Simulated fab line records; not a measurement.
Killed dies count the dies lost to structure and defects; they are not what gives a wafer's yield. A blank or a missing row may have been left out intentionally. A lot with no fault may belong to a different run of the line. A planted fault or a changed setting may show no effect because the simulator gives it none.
fab line records	flow sky130
record lots=6	wafers=18	last-day=50
route steps=708 shown LI_CONTACT@380 LOCAL_INTERCONNECT@387 PAD_OPEN@708
lots untouched by any fault: they come from a run of this same line in which no faults occurred
start-h: start of the lot's first displayed wafer, in hours after the record's first day	wait-h: hours from the lot's prior step to this one	" the same as in the row above	L1.1+2: a row that stands for several wafers	- value missing, or start not given	* or withheld: withheld	< > ~ a bound
route shown NAME@n: names a module that has steps shown in the file, with the first one's number in the route	usual: the fault-free wafers' mean and standard deviation	same: alike in all rows	chamber/n: place in a boat	sites: per-site readings	_std_site: the values' standard deviation	_edge_site: mean of outer sites minus mean of inner sites	radius-mm: how far each site lies from the wafer's centre	mask NAME#n: copy n	behind: tool/chamber where the wafer was last shaped	hold: reason for holding the lot/hours on hold/outcome of the hold	device: transistor that didn't switch, given as n, p or np	end of line: the same wafers' tests at the end of the route	step lacking rows: just its recipe	killed: not the wafer's yield, but the dies lost to structure and defects at the first sort	map: shows each die of a wafer: x if killed, . if not, _ if none is there
set.NAME: the setting the step ran with; set.NAME@STEP: the setting that earlier step ran with	model.NAME: the simulator's own value behind a step, which no gauge read
certain route steps with their lots: each step a table, each wafer a row
services: the hour from which a tool's chamber was out of use, counted from the record's first day as start-h (under 0 if before that day), plus the number of hours and why
## steps
# step SKY_LI_CONTACT_PRE_CLEAN_18
# recipe gas=Ar	time-s=5.6	bias-v=358
# step SKY_LI_CONTACT_SPUTTER_19
# recipe material=Ti	target-thk-nm=20	chamber-pressure-pa=5	power-w=2500	substrate-temp-c=200	time-s=106.37
# usual throttle-valve-pct=29.8/1.4
lot.wafer	tool	chamber	start-h	wait-h	throttle-valve-pct
L395.1	pvd-sputter-01	-	679.71	0.0	29.8
L395.2	"	-	"	"	30.4
L395.6	"	-	"	"	31.2
L398.1	pvd-sputter-01	-	710.82	0.0	29.7
L398.3	"	-	"	"	31.2
L398.5	"	-	"	"	27.7
L412.2	pvd-sputter-01	-	824.63	0.0	27.4
L412.4	"	-	"	"	30.4
L412.6	"	-	"	"	30.0
L413.1	pvd-sputter-04	-	829.13	0.0	30.5
L413.4	"	-	"	"	30.6
L413.6	"	-	"	"	31.3
L415.1	pvd-sputter-04	-	843.78	0.0	31.4
L415.2	"	-	"	"	30.5
L415.3	"	-	"	"	30.7
L417.2	pvd-sputter-01	-	862.58	0.0	27.7
L417.3	"	-	"	"	30.0
L417.6	"	-	"	"	27.6
# step SKY_LI_CONTACT_SPUTTER_20
# recipe material=TiN	target-thk-nm=20	chamber-pressure-pa=5	power-w=4000	time-s=80
# usual throttle-valve-pct=29.8/1.4
lot.wafer	tool	chamber	start-h	wait-h	throttle-valve-pct
L395.1	pvd-sputter-01	-	679.79	0.0	29.8
L395.2	"	-	"	"	30.7
L395.6	"	-	"	"	31.3
L398.1	pvd-sputter-01	-	710.89	0.0	29.4
L398.3	"	-	"	"	31.4
L398.5	"	-	"	"	27.9
L412.2	pvd-sputter-01	-	824.71	0.0	27.6
L412.4	"	-	"	"	30.4
L412.6	"	-	"	"	30.0
L413.1	pvd-sputter-04	-	829.21	0.0	30.5
L413.4	"	-	"	"	30.6
L413.6	"	-	"	"	31.0
L415.1	pvd-sputter-04	-	843.86	0.0	31.2
L415.2	"	-	"	"	30.7
L415.3	"	-	"	"	30.5
L417.2	pvd-sputter-01	-	862.66	0.0	27.5
L417.3	"	-	"	"	29.8
L417.6	"	-	"	"	27.5
# step SKY_LI_CONTACT_CVD_21
# recipe material=W	target-thk-nm=400	time-s=120.56	temp-c=400	pressure-torr=40
# usual heater-power-w=830/71
lot.wafer	tool	chamber	start-h	wait-h	heater-power-w
L395.1	cvd-w-02	0	679.85	0.0	777
L395.2	"	1	"	"	790
L395.6	"	0	"	"	789
L398.1	cvd-w-01	1	710.95	0.0	937
L398.3	"	1	"	"	949
L398.5	"	0	"	"	779
L412.2	cvd-w-02	0	824.77	0.0	777
L412.4	"	0	"	"	775
L412.6	"	0	"	"	795
L413.1	cvd-w-01	0	829.27	0.0	794
L413.4	"	0	"	"	799
L413.6	"	0	"	"	807
L415.1	cvd-w-02	0	843.92	0.0	776
L415.2	"	1	"	"	788
L415.3	"	0	"	"	778
L417.2	cvd-w-01	1	862.72	0.0	955
L417.3	"	0	"	"	798
L417.6	"	0	"	"	803
# step SKY_LI_CONTACT_RS_MEAS_22
# recipe thk-meas-gauge=four-point-probe	reads=W_of_LI_CONTACT_CVD_21+TiN_of_LI_CONTACT_SPUTTER_20+Ti_of_LI_CONTACT_SPUTTER_19
# usual LI_CONTACT_W_RS=0.282/0.0054
lot.wafer	tool	chamber	start-h	wait-h	LI_CONTACT_W_RS[ohm/sq]
L395.1	film-metro-02	-	679.97	0.1	0.288
L395.2	"	-	"	"	0.287
L395.6	"	-	"	"	0.289
L398.1	film-metro-03	-	711.08	0.1	0.288
L398.3	"	-	"	"	0.289
L398.5	"	-	"	"	0.279
L412.2	film-metro-02	-	824.91	0.1	0.286
L412.4	"	-	"	"	0.285
L412.6	"	-	"	"	0.287
L413.1	film-metro-03	-	829.39	0.1	0.273
L413.4	"	-	"	"	0.272
L413.6	"	-	"	"	0.271
L415.1	film-metro-03	-	844.05	0.1	0.290
L415.2	"	-	"	"	0.284
L415.3	"	-	"	"	0.287
L417.2	film-metro-04	-	862.87	0.1	0.280
L417.3	"	-	"	"	0.271
L417.6	"	-	"	"	0.273
# step SKY_LI_CONTACT_THK_MEAS_23
# recipe thk-meas-gauge=xrf	reads=W_of_LI_CONTACT_CVD_21
# usual LI_CONTACT_W_THK=412/8.5
lot.wafer	tool	chamber	start-h	wait-h	LI_CONTACT_W_THK[nm]
L395.1	film-metro-02	-	680.09	0.1	409
L395.2	"	-	"	"	411
L395.6	"	-	"	"	409
L398.1	film-metro-03	-	711.20	0.1	401
L398.3	"	-	"	"	404
L398.5	"	-	"	"	416
L412.2	film-metro-02	-	825.02	0.1	412
L412.4	"	-	"	"	415
L412.6	"	-	"	"	409
L413.1	film-metro-03	-	829.51	0.1	424
L413.4	"	-	"	"	427
L413.6	"	-	"	"	427
L415.1	film-metro-03	-	844.17	0.1	398
L415.2	"	-	"	"	407
L415.3	"	-	"	"	404
L417.2	film-metro-04	-	862.98	0.1	414
L417.3	"	-	"	"	426
L417.6	"	-	"	"	422
# step SKY_LI_CONTACT_CMP_24
# recipe stop-on=PSG	t-overpolish-s=20	down-force-psi=3.5	platen-rpm=60	target-thk-nm=0	pad-velocity-m-s=0.94248
# usual motor-current-A=10.8/1.1	overpolish-run-s=20.000/0.0089	time-to-endpoint-s=97/3.6
lot.wafer	tool	chamber	start-h	wait-h	motor-current-A	overpolish-run-s	time-to-endpoint-s
L395.1	cmp-02	3	680.15	0.1	11.5	20.009	100
L395.2	"	0	"	"	9.3	19.994	98
L395.6	"	0	"	"	9.4	19.994	97
L398.1	cmp-01	0	711.26	0.1	10.6	20.005	90
L398.3	"	2	"	"	10.8	19.999	92
L398.5	"	1	"	"	9.4	20.012	93
L412.2	cmp-02	0	825.17	0.1	9.9	19.998	99
L412.4	"	1	"	"	11.5	20.004	96
L412.6	"	2	"	"	11.3	20.014	98
L413.4	cmp-01	3	829.61	0.1	13.0	20.001	105
L413.1	"	2	"	"	10.6	20.020	107
L413.6	"	0	"	"	10.3	19.999	102
L415.2	cmp-01	3	844.23	0.0	12.7	19.999	94
L415.1	"	1	"	"	9.6	20.001	93
L415.3	"	2	"	"	10.3	19.990	98
L417.2	cmp-02	2	863.08	0.1	10.9	20.002	101
L417.3	"	0	"	"	10.0	20.002	106
L417.6	"	2	"	"	10.7	20.003	105
# step SKY_LOCAL_INTERCONNECT_SPUTTER_00
# recipe material=TiN	target-thk-nm=100	temp-c=300	power-w=6500	time-s=83.3	chamber-pressure-pa=0.4
# usual throttle-valve-pct=29.8/1.1
lot.wafer	tool	chamber	start-h	wait-h	throttle-valve-pct
L395.1	pvd-sputter-02	-	680.45	0.2	27.5
L395.2	"	-	"	"	31.7
L395.6	"	-	"	"	28.0
L398.1	pvd-sputter-03	-	711.56	0.2	29.7
L398.3	"	-	"	"	29.4
L398.5	"	-	"	"	30.0
L412.2	pvd-sputter-04	-	825.37	0.1	30.6
L412.4	"	-	"	"	30.7
L412.6	"	-	"	"	31.0
L413.1	pvd-sputter-03	-	829.91	0.1	29.3
L413.4	"	-	"	"	29.8
L413.6	"	-	"	"	29.5
L415.1	pvd-sputter-02	-	844.53	0.1	28.0
L415.2	"	-	"	"	28.3
L415.3	"	-	"	"	29.8
L417.2	pvd-sputter-02	-	863.33	0.2	28.1
L417.3	"	-	"	"	29.6
L417.6	"	-	"	"	31.6
# step SKY_LOCAL_INTERCONNECT_RS_MEAS_01
# recipe thk-meas-gauge=four-point-probe	reads=TiN_of_LOCAL_INTERCONNECT_SPUTTER_00
# usual LOCAL_INTERCONNECT_TIN_RS=14.15/0.13
lot.wafer	tool	chamber	start-h	wait-h	LOCAL_INTERCONNECT_TIN_RS[ohm/sq]
L395.1	film-metro-03	-	680.52	0.0	14.26
L395.2	"	-	"	"	14.12
L395.6	"	-	"	"	14.21
L398.1	film-metro-03	-	711.62	0.0	14.27
L398.3	"	-	"	"	14.18
L398.5	"	-	"	"	14.17
L412.2	film-metro-03	-	825.46	0.1	14.22
L412.4	"	-	"	"	14.38
L412.6	"	-	"	"	14.33
L413.1	film-metro-01	-	829.97	0.0	14.08
L413.4	"	-	"	"	14.20
L413.6	"	-	"	"	14.10
L415.1	film-metro-01	-	844.59	0.0	14.02
L415.2	"	-	"	"	14.03
L415.3	"	-	"	"	13.99
L417.2	film-metro-03	-	863.41	0.1	14.20
L417.3	"	-	"	"	14.17
L417.6	"	-	"	"	14.12
# step SKY_LOCAL_INTERCONNECT_THK_MEAS_02
# recipe thk-meas-gauge=xrf	reads=TiN_of_LOCAL_INTERCONNECT_SPUTTER_00
# usual LOCAL_INTERCONNECT_TIN_THK=101.3/1.1
lot.wafer	tool	chamber	start-h	wait-h	LOCAL_INTERCONNECT_TIN_THK[nm]
L395.1	film-metro-03	-	680.64	0.1	101.2
L395.2	"	-	"	"	102.0
L395.6	"	-	"	"	101.6
L398.1	film-metro-03	-	711.74	0.1	100.5
L398.3	"	-	"	"	101.3
L398.5	"	-	"	"	101.8
L412.2	film-metro-03	-	825.57	0.1	99.9
L412.4	"	-	"	"	99.3
L412.6	"	-	"	"	99.7
L413.1	film-metro-01	-	830.09	0.1	100.8
L413.4	"	-	"	"	100.5
L413.6	"	-	"	"	100.6
L415.1	film-metro-01	-	844.71	0.1	101.0
L415.2	"	-	"	"	101.4
L415.3	"	-	"	"	102.1
L417.2	film-metro-03	-	863.52	0.1	101.0
L417.3	"	-	"	"	101.1
L417.6	"	-	"	"	101.5
# step SKY_LOCAL_INTERCONNECT_DEHYDRATE_03
# recipe temp-c=200	time-s=60
# step SKY_LOCAL_INTERCONNECT_HMDS_04
# recipe prime-time-s=60	prime-temp-c=120
# step SKY_LOCAL_INTERCONNECT_COAT_05
# recipe resist=BARC	temp-c=withheld	time-s=withheld	spin-rpm=3000	resist-thk-nm=60
# usual dispense-pressure-kPa=48/5.2
lot.wafer	tool	chamber	start-h	wait-h	dispense-pressure-kPa
L395.1	litho-track-01	0	694.70	0.1	46
L395.2	"	0	"	"	46
L395.6	"	0	"	"	46
L398.1	litho-track-04	0	725.53	0.1	55
L398.3	"	0	"	"	55
L398.5	"	0	"	"	55
L412.2	litho-track-04	0	838.26	0.1	55
L412.4	"	0	"	"	55
L412.6	"	0	"	"	55
L413.1	litho-track-04	0	842.83	0.1	55
L413.4	"	0	"	"	55
L413.6	"	0	"	"	55
L415.1	litho-track-01	0	857.15	0.1	46
L415.2	"	0	"	"	46
L415.3	"	0	"	"	46
L417.2	litho-track-01	0	875.98	0.1	46
L417.3	"	0	"	"	46
L417.6	"	0	"	"	46
# step SKY_LOCAL_INTERCONNECT_COAT_06
# recipe resist=KrF-thick	spin-rpm=3000	resist-thk-nm=450
# step SKY_LOCAL_INTERCONNECT_SOFTBAKE_07
# recipe temp-c=100	time-s=90	resist=KrF-thick
# step SKY_LOCAL_INTERCONNECT_EXPOSE_08
# recipe mask-id=LI1M	na=0.8	source-shape=annular	sigma-inner=0.55	sigma-outer=0.85	target-cd-nm=170	dose-mj=28
# step SKY_LOCAL_INTERCONNECT_PEB_09
# recipe peb-temp-c=withheld	peb-time-s=withheld	resist=KrF-thick
# step SKY_LOCAL_INTERCONNECT_DEVELOP_10
# recipe develop-time-s=60	resist=KrF-thick	dev-temp-c=21
# step SKY_LOCAL_INTERCONNECT_CD_MEAS_11
# recipe target-cd-nm=170
# usual cd-nm=169.7/1.6
lot.wafer	tool	chamber	start-h	wait-h	cd-nm
L395.1	cd-sem-01	-	708.80	-	171.8
L395.2	"	-	"	"	171.2
L395.6	"	-	"	"	170.8
L398.1	cd-sem-02	-	739.58	-	167.4
L398.3	"	-	"	"	168.9
L398.5	"	-	"	"	169.4
L412.2	cd-sem-01	-	851.47	-	169.2
L412.4	"	-	"	"	169.3
L412.6	"	-	"	"	170.4
L413.1	cd-sem-01	-	855.68	-	167.6
L413.4	"	-	"	"	167.3
L413.6	"	-	"	"	168.0
L415.1	cd-sem-01	-	870.98	-	170.1
L415.2	"	-	"	"	171.0
L415.3	"	-	"	"	169.6
L417.2	cd-sem-02	-	889.42	-	170.5
L417.3	"	-	"	"	171.1
L417.6	"	-	"	"	171.4
# step SKY_LOCAL_INTERCONNECT_OVL_MEAS_12
# usual LOCAL_INTERCONNECT_OVL=0/5.2
lot.wafer	tool	chamber	start-h	wait-h	LOCAL_INTERCONNECT_OVL[nm]
L395.1	overlay-02	-	708.92	0.1	-7
L395.2	"	-	"	"	-3
L395.6	"	-	"	"	-1
L398.1	overlay-02	-	739.70	0.1	1
L398.3	"	-	"	"	0
L398.5	"	-	"	"	0
L412.2	overlay-01	-	851.58	0.1	8
L412.4	"	-	"	"	0
L412.6	"	-	"	"	1
L413.1	overlay-01	-	855.80	0.1	7
L413.4	"	-	"	"	1
L413.6	"	-	"	"	0
L415.1	overlay-01	-	871.10	0.1	-2
L415.2	"	-	"	"	-1
L415.3	"	-	"	"	-8
L417.2	overlay-01	-	889.53	0.1	3
L417.3	"	-	"	"	0
L417.6	"	-	"	"	0
# step SKY_LOCAL_INTERCONNECT_ETCH_13
# recipe chemistry=N2/H2	target=BARC	ion-energy-ev=200	bias-w=100	pressure-mtorr=30	n2-flow-sccm=100	h2-flow-sccm=200	icp-w=500	stop-on=SiO2	time-s=45.9	target-depth-a=600
# usual drypump-motor-current-A=5.7/0.3	oes-product-au=0.855/0.0048	throttle-valve-pct=13.225/0.0084
lot.wafer	tool	chamber	start-h	wait-h	drypump-motor-current-A	oes-product-au	rf-hours-counter-h	throttle-valve-pct	model.etch.depth-nm
L395.1	rie-metal-01	0	708.96	0.0	5.9	0.848	14	13.225	60.26
L395.2	"	1	"	"	5.6	0.848	9	13.240	60.03
L395.6	"	0	"	"	5.9	0.855	-	13.212	60.3
L398.1	rie-metal-01	1	739.74	0.0	5.5	0.854	10	13.230	60.29
L398.3	"	1	"	"	5.6	0.850	-	13.224	60.04
L398.5	"	1	"	"	5.5	0.856	-	13.231	60.06
L412.2	rie-metal-04	1	851.61	0.0	5.1	0.870	14	13.217	63
L412.4	"	0	"	"	6.0	0.870	-	13.228	63.05
L412.6	"	0	"	"	6.0	0.875	-	13.236	63.34
L413.1	rie-metal-03	0	855.84	0.0	5.8	0.875	16	13.226	62.79
L413.4	"	0	"	"	5.8	0.881	-	13.230	62.6
L413.6	"	0	"	"	5.8	0.885	-	13.236	63.01
L415.1	rie-metal-04	0	871.14	0.0	6.0	0.854	18	13.220	60.02
L415.2	"	1	"	"	5.2	0.853	15	13.222	59.8
L415.3	"	1	"	"	5.2	0.853	-	13.234	60
L417.2	rie-metal-04	0	889.56	0.0	6.0	0.850	19	13.217	60.13
L417.3	"	1	"	"	5.2	0.844	-	13.225	60.08
L417.6	"	1	"	"	5.1	0.855	-	13.227	60.22
# step SKY_LOCAL_INTERCONNECT_METAL_ETCH_14
# recipe target-depth-nm=110	stop-on=PSG	chemistry=Cl2/BCl3	target=TiN	resist-sidewall-deg=88	pressure-mtorr=10	icp-w=900	bias-w=48.5	Cl2_flow_sccm=60	bcl3-flow-sccm=30	time-s=31.4
# step SKY_PAD_OPEN_PROBE_99
# usual killed_at_M0_to_M3=44/7	killed_at_M4_up=3.2/1.8	killed-at-contacts=24/5.1	killed-at-front-end=15/4.3	killed-at-other=0.3/0.5	killed-dies=86/9.6	killed-open=48/7.1	killed-short=38/6.7
# same gross-dies=492	killed-at-back-side=0
lot.wafer	tool	chamber	start-h	wait-h	killed_at_M0_to_M3	killed_at_M4_up	killed-at-contacts	killed-at-front-end	killed-at-other	killed-dies	killed-open	killed-short
L395.1	prober-02	-	1077.92	0.1	43	3	25	19	0	90	40	50
L395.2	prober-02	-	1077.97	0.1	34	2	29	9	1	75	45	30
L395.6	prober-02	-	1078.17	0.2	47	3	25	17	0	92	49	43
L398.1	prober-01	-	1101.88	0.1	42	3	24	12	0	81	44	37
L398.3	prober-01	-	1101.98	0.2	41	3	27	17	0	88	51	37
L398.5	prober-01	-	1102.08	0.2	38	0	22	24	0	84	46	38
L412.2	prober-01	-	1182.32	0.1	39	1	19	10	1	70	39	30
L412.4	prober-01	-	1182.42	0.2	47	4	21	14	0	86	50	34
L412.6	prober-01	-	1182.52	0.2	44	1	14	11	1	71	39	32
L413.1	prober-02	-	1183.74	0.1	48	3	30	13	0	94	51	43
L413.4	prober-02	-	1183.89	0.2	54	5	31	17	0	107	61	46
L413.6	prober-02	-	1183.99	0.2	52	5	22	14	0	93	49	44
L415.1	prober-02	-	1193.20	0.1	43	3	31	10	0	87	50	36
L415.2	prober-02	-	1193.25	0.1	51	3	28	17	1	100	47	51
L415.3	prober-02	-	1193.30	0.2	53	5	21	12	0	91	53	38
# killed by level:class
L395.1 CONTACT:geometric-particle:open=9 VIA1:geometric-particle:open=9 CONTACT:geometric-particle:short=8 VIA3:geometric-particle:open=7 METAL3:geometric-particle:short=6 FIELD_ISO:geometric-particle:short=4 POLY_GATE:geometric-particle:open=4 POLY_GATE:geometric-particle:short=4
L395.2 CONTACT:geometric-particle:open=11 VIA1:geometric-particle:open=7 VIA2:geometric-particle:open=7 LI_CONTACT:geometric-particle:open=6 FIELD_ISO:geometric-particle:open=5 CONTACT:geometric-particle:short=5 LI_CONTACT:geometric-particle:short=4 METAL1:geometric-particle:short=4
L395.6 VIA1:geometric-particle:open=10 LI_CONTACT:geometric-particle:open=9 METAL1:geometric-particle:short=8 VIA3:geometric-particle:open=7 CONTACT:geometric-particle:short=6 CONTACT:geometric-particle:open=6 VIA2:geometric-particle:open=6 METAL3:geometric-particle:short=5
L398.1 VIA1:geometric-particle:open=11 CONTACT:geometric-particle:open=8 VIA3:geometric-particle:open=7 VIA1:geometric-particle:short=7 LI_CONTACT:geometric-particle:short=6 FIELD_ISO:geometric-particle:short=5 LI_CONTACT:geometric-particle:open=5 VIA2:geometric-particle:open=5
L398.3 VIA1:geometric-particle:open=12 CONTACT:geometric-particle:open=9 VIA2:geometric-particle:open=8 LI_CONTACT:geometric-particle:open=7 LI_CONTACT:geometric-particle:short=6 METAL2:geometric-particle:short=6 FIELD_ISO:geometric-particle:short=4 POLY_GATE:geometric-particle:open=4
L398.5 VIA1:geometric-particle:open=13 FIELD_ISO:geometric-particle:open=7 FIELD_ISO:geometric-particle:short=5 LI_CONTACT:geometric-particle:open=5 LOCAL_INTERCONNECT:geometric-particle:short=5 CONTACT:geometric-particle:open=5 METAL1:geometric-particle:short=5 POLY_GATE:geometric-particle:open=4
L412.2 CONTACT:geometric-particle:open=11 VIA1:geometric-particle:open=8 VIA1:geometric-particle:short=6 VIA3:geometric-particle:open=6 VIA2:geometric-particle:open=4 VIA3:geometric-particle:short=4 LI_CONTACT:geometric-particle:short=3 CONTACT:geometric-particle:short=3
L412.4 VIA1:geometric-particle:open=18 CONTACT:geometric-particle:open=8 LI_CONTACT:geometric-particle:open=6 VIA3:geometric-particle:open=6 POLY_GATE:geometric-particle:open=4 VIA2:geometric-particle:short=4 METAL1:geometric-particle:short=4 VIA2:geometric-particle:open=4
L412.6 VIA1:geometric-particle:open=13 METAL1:geometric-particle:short=8 VIA3:geometric-particle:open=7 POLY_GATE:geometric-particle:open=4 LI_CONTACT:geometric-particle:open=4 CONTACT:geometric-particle:short=4 CONTACT:geometric-particle:open=4 METAL2:geometric-particle:short=4
L413.1 VIA2:geometric-particle:open=10 LI_CONTACT:geometric-particle:open=9 CONTACT:geometric-particle:open=8 FIELD_ISO:geometric-particle:short=7 LOCAL_INTERCONNECT:geometric-particle:short=7 VIA3:geometric-particle:open=7 VIA1:geometric-particle:short=5 METAL1:geometric-particle:short=5
L413.4 VIA1:geometric-particle:open=11 VIA2:geometric-particle:open=10 LI_CONTACT:geometric-particle:open=9 CONTACT:geometric-particle:open=8 VIA3:geometric-particle:short=8 VIA3:geometric-particle:open=7 FIELD_ISO:geometric-particle:open=6 LI_CONTACT:geometric-particle:short=6
L413.6 VIA1:geometric-particle:open=10 VIA3:geometric-particle:open=9 LI_CONTACT:geometric-particle:open=7 METAL1:geometric-particle:short=7 LOCAL_INTERCONNECT:geometric-particle:short=6 VIA2:geometric-particle:open=6 CONTACT:geometric-particle:open=5 VIA3:geometric-particle:short=5
L415.1 CONTACT:geometric-particle:open=15 VIA2:geometric-particle:open=13 LI_CONTACT:geometric-particle:open=6 VIA1:geometric-particle:open=6 METAL2:geometric-particle:short=5 CONTACT:geometric-particle:short=5 VIA2:geometric-particle:short=4 METAL1:geometric-particle:short=3
L415.2 CONTACT:geometric-particle:open=10 POLY_GATE:geometric-particle:open=8 VIA1:geometric-particle:short=7 VIA1:geometric-particle:open=7 METAL2:geometric-particle:short=7 CONTACT:geometric-particle:short=6 VIA2:geometric-particle:open=6 VIA3:geometric-particle:open=6
L415.3 VIA1:geometric-particle:open=13 VIA2:geometric-particle:open=11 CONTACT:geometric-particle:open=10 METAL2:geometric-particle:short=6 VIA2:geometric-particle:short=6 VIA3:geometric-particle:open=6 FIELD_ISO:geometric-particle:short=5 CONTACT:geometric-particle:short=4
## services
tool	chamber	start-h	hours	kind
pvd-sputter-04	-	670.29	1.3	repair
cmp-02	-	687.92	4.6	pm
cmp-01	-	690.04	0.7	repair
cmp-02	-	742.97	2.0	repair
cvd-w-02	1	744.59	2.4	repair
cmp-01	-	745.95	0.4	repair
cmp-01	-	747.32	4.0	pm
cmp-02	-	778.22	2.4	repair
rie-metal-04	1	787.01	2.7	repair
cmp-01	-	793.64	0.8	repair
pvd-sputter-03	-	799.00	24.2	repair
cvd-w-02	-	808.55	2.8	pm
pvd-sputter-04	1	809.19	-	consumable-replace:kit
pvd-sputter-04	-	810.55	0.9	repair
cmp-02	-	812.36	0.7	repair
cmp-02	-	813.61	0.7	repair
rie-metal-04	1	815.93	6.5	repair
cmp-02	-	818.84	4.5	repair
cmp-02	-	829.30	10.2	pm
cmp-02	-	840.83	2.5	repair
cmp-01	-	855.69	1.4	repair
cmp-02	-	863.40	0.8	repair
rie-metal-04	-	874.19	1.4	pm
rie-metal-01	-	888.76	1.3	repair
## key
first-sign step=SKY_LOCAL_INTERCONNECT_ETCH_13	reading=oes-product-au	direction=up	sigmas=4.4	usual=0.855	struck=0.876
effect none on later readings
model-effect step=SKY_LOCAL_INTERCONNECT_ETCH_13	value=etch.depth-nm	without=60.15	struck=62.97
met-at SKY_LOCAL_INTERCONNECT_COAT_05
struck-wafers L412.2,L412.4,L412.6,L413.1,L413.4,L413.6
tester-left-out L412,L413
onset-between 725.53 838.26
fault kind=process-parameter-drift	tool=litho-track-04	chamber=-	onset-h=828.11	steps=SKY_LOCAL_INTERCONNECT_COAT_05	channel=resist-thk-nm	offset=2.8136	shape=step	end-h=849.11	acts-in=these-recipes-only	stated=60
# tester-left-out: of these lots the tester's yield and bins aren't shown, on N5 and GAA mostly nor the transistor test; their killed dies are dies lost to structure and defects alone, not to doping, threshold or leakage, so they don't give the yield
